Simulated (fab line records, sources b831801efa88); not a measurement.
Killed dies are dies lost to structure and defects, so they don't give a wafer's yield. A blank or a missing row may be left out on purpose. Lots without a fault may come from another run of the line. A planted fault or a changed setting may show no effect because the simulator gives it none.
A struck lot beside a sound one | flow sky130 | 16 steps out of a route of 708
Sound: wafers L807.1, L807.3, L807.6. Struck: wafers L813.1, L813.2, L813.5. The cause comes at the end.
At each step with rows: each side's tool, then ch and its chambers, then its first start. Under that, the readings that differ: sound wafers | struck wafers | difference of the means | sigmas: that difference in standard deviations of wafers without a fault.
alike: readings whose means differ by less than 2 such deviations, and words and numbers that are the same on both sides. not compared: withheld readings, readings that some wafer has no value for, bounds like >300 that may hide the same value, and numbers for which the record gives no deviation and whose values overlap.
The two part at a step that has a row with sigmas, a row that says differs or no value, or rows on one side only. Numbers that don't overlap but have no deviation are shown without sigmas and don't part them. A reading that every wafer of one side lacks parts them only if that side has two wafers or more.

first, 3 steps without rows for these wafers: SKY_METAL1_EXPOSE_12 (exposes mask MM1, target cd 140 nm); SKY_METAL1_PEB_13; SKY_METAL1_DEVELOP_14 (develop time 60 s).
SKY_METAL1_CD_MEAS_15: target cd 140 nm.
  sound on cd_sem-02, day 34 03:02; struck on cd_sem-01, day 35 08:41
  alike: cd_nm
SKY_METAL1_OVL_MEAS_16:
  sound on overlay-02, day 34 03:09; struck on overlay-02, day 35 08:48
  alike: METAL1_OVL
SKY_METAL1_DESCUM_17: chemistry O2, time 8 s.
  sound on rie_metal-03 ch 1, day 34 03:11; struck on rie_metal-04 ch 0,1, day 35 08:50
  reading                     | sound       | struck      | difference | sigmas
  drypump_motor_current_A (A) | 4.9 4.9 4.9 | 5.7 6.2 6.1 | +1.1       | +2
  alike: oes_product_au
  not compared: rf_hours_counter_h
SKY_METAL1_ETCH_18: etches BARC in N2/H2, stops on SiO2, time 45.9 s, target depth 60 nm.
  sound on rie_metal-03 ch 1, day 34 03:13; struck on rie_metal-04 ch 0,1, day 35 08:52
  reading                     | sound       | struck      | difference | sigmas
  drypump_motor_current_A (A) | 4.9 4.9 4.9 | 5.7 6.2 6.2 | +1.1       | +2
  alike: oes_product_au, throttle_valve_pct
  not compared: rf_hours_counter_h
SKY_METAL1_METAL_ETCH_19: etches the open film in Cl2/BCl3, stops on SiO2, target depth 360 nm, time 78 s.
  sound on rie_metal-03 ch 1, day 34 03:17; struck on rie_metal-04 ch 0,1, day 35 08:56
  reading                     | sound       | struck      | difference | sigmas
  drypump_motor_current_A (A) | 4.9 4.9 4.9 | 5.7 6.2 6.2 | +1.1       | +2
  alike: oes_product_au, throttle_valve_pct
  not compared: rf_hours_counter_h
SKY_METAL1_STRIP_20: strips in O2/N2.
  sound on plasma_asher-03 ch 0,1, day 34 03:22; struck on plasma_asher-03 ch 0,1, day 35 09:01
  alike: drypump_motor_current_A, oes_product_au, strip_time_to_endpoint_s
  not compared: rf_hours_counter_h
then, 3 steps without rows for these wafers: SKY_METAL1_STRIP_21 (strips in post etch residue remover, time 1200 s); SKY_METAL1_CLEAN_22 (cleans in IPA, time 180 s); SKY_METAL1_CLEAN_23 (cleans in O3/DIW).
SKY_VIA1_HDPCVD_00: deposits SiO2, target thk 1030 nm, time 171.7 s.
  sound on hdpcvd-02 ch 0,1,2, day 34 04:04; struck on hdpcvd-02 ch 0,2, day 35 09:40
  reading                                  | sound             | struck            | difference | sigmas
  sih4_flow_sccm (sccm)                    | 60.17 59.85 59.84 | 47.65 48.02 47.95 | -12.08     | -71
  model.SiO2_of_VIA1_HDPCVD_00.thk_nm (nm) | 1032 1035 1042    | 825.2 828.1 837.6 | -206.0     |
SKY_VIA1_THK_MEAS_01:
  sound on film_metro-04, day 34 04:11; struck on film_metro-03, day 35 09:46
  reading              | sound          | struck      | difference | sigmas
  VIA1_HDPCVD_THK (nm) | 1033 1035 1042 | 825 828 838 | -206       | -21
SKY_VIA1_CMP_02: polishes SiO2.
  sound on cmp-01 ch 0,1, day 34 04:14; struck on cmp-02 ch 1,3, day 35 09:50
  alike: motor_current_A, retaining_ring_pressure_frac
-- the record jumps here: 13 days lie between the struck wafers' starts before and after (it left off in module VIA1 and takes up again in module PAD_OPEN, whose first step shown is number 708 of the route) --
SKY_PAD_OPEN_PROBE_99:
  sound on prober-01, day 47 05:18; struck on prober-02, day 47 23:04
  reading                                    | sound                | struck               | difference | sigmas
  model.etest.tip_n.rs_ohm_sq                | 442.2 445.3 443.8    | 387.4 391.7 389.7    | -54.2      |
  model.etest.nfet_01v8_swapped.vt_sat_v (V) | 0.6388 0.6528 0.6391 | 0.6237 0.6268 0.6336 | -0.0155    |
  alike: killed_at_M0_to_M3, killed_at_M4_up, killed_at_contacts, killed_at_front_end, killed_at_other, killed_dies, killed_open, killed_short
  not compared: model.etest.nfet_01v8_turned.vt_sat_v

WHERE THEY PART
First at SKY_METAL1_DESCUM_17; last, within this record, at SKY_VIA1_THK_MEAS_01. Later steps at which nothing parts them and some readings are alike: SKY_VIA1_CMP_02, SKY_PAD_OPEN_PROBE_99.

WHY: what the simulator had put in
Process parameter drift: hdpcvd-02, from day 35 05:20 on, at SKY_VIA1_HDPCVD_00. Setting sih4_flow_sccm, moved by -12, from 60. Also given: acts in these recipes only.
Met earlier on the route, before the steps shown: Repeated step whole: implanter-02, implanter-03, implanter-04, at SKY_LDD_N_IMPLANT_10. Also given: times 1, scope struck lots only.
